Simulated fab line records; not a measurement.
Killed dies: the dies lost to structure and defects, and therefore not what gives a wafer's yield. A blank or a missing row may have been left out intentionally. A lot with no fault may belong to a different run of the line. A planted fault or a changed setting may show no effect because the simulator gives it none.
Chamber matching :: flow sfq-line :: rie-diel-03 running SFQ_TRILAYER_I3_VIA_ETCH_VIA_ETCH_088: 4 sister chambers
The step etches SiO2 in CHF3, stops on Nb, target depth 260 nm. 4 wafers are shown with their chamber, then 7 later ones without.

== WAFERS WITH THEIR CHAMBER ==
wafer: L151.5
chamber: 2
drypump-motor-current-A (A): 5.75

wafer: L151.6
chamber: 3
drypump-motor-current-A (A): 5.83

wafer: L163.3
chamber: 0
drypump-motor-current-A (A): 5.41

wafer: L163.4
chamber: 1
drypump-motor-current-A (A): 5.65

== WAFERS WHOSE CHAMBER IS MISSING ==
wafer: L163.6
drypump-motor-current-A (A): 5.43

wafer: L165.1
drypump-motor-current-A (A): 5.75

wafer: L165.5
drypump-motor-current-A (A): 5.63

wafer: L165.6
drypump-motor-current-A (A): 5.76

wafer: L168.1
drypump-motor-current-A (A): 5.75

wafer: L168.4
drypump-motor-current-A (A): 5.43

wafer: L168.5
drypump-motor-current-A (A): 5.76

== CHAMBER TAKEN BY EACH ==
wafer: L163.6
from the rows above: 0
in truth: 0

wafer: L165.1
from the rows above: 2
in truth: 2

wafer: L165.5
from the rows above: 1
in truth: 1

wafer: L165.6
from the rows above: 2
in truth: 2

wafer: L168.1
from the rows above: 2
in truth: 2

wafer: L168.4
from the rows above: 0
in truth: 0

wafer: L168.5
from the rows above: 2
in truth: 2
Placed correctly: 7 of 7. From these rows, 0 cannot be placed. Placed wrongly: 0.
How it was worked out, from the rows above alone: a wafer's distance from a chamber is the root of the sum, over the readings, of the square of ((its reading less the chamber's mean) divided by the reading's scatter). If the next closest chamber is less than 2 further off than the closest, the wafer can't be placed; otherwise it belongs to the closest. Each chamber's mean is taken over the wafers shown for it. The scatter: root of mean squared gap, hidden wafer to nearest shown wafer, with one shown wafer a chamber.
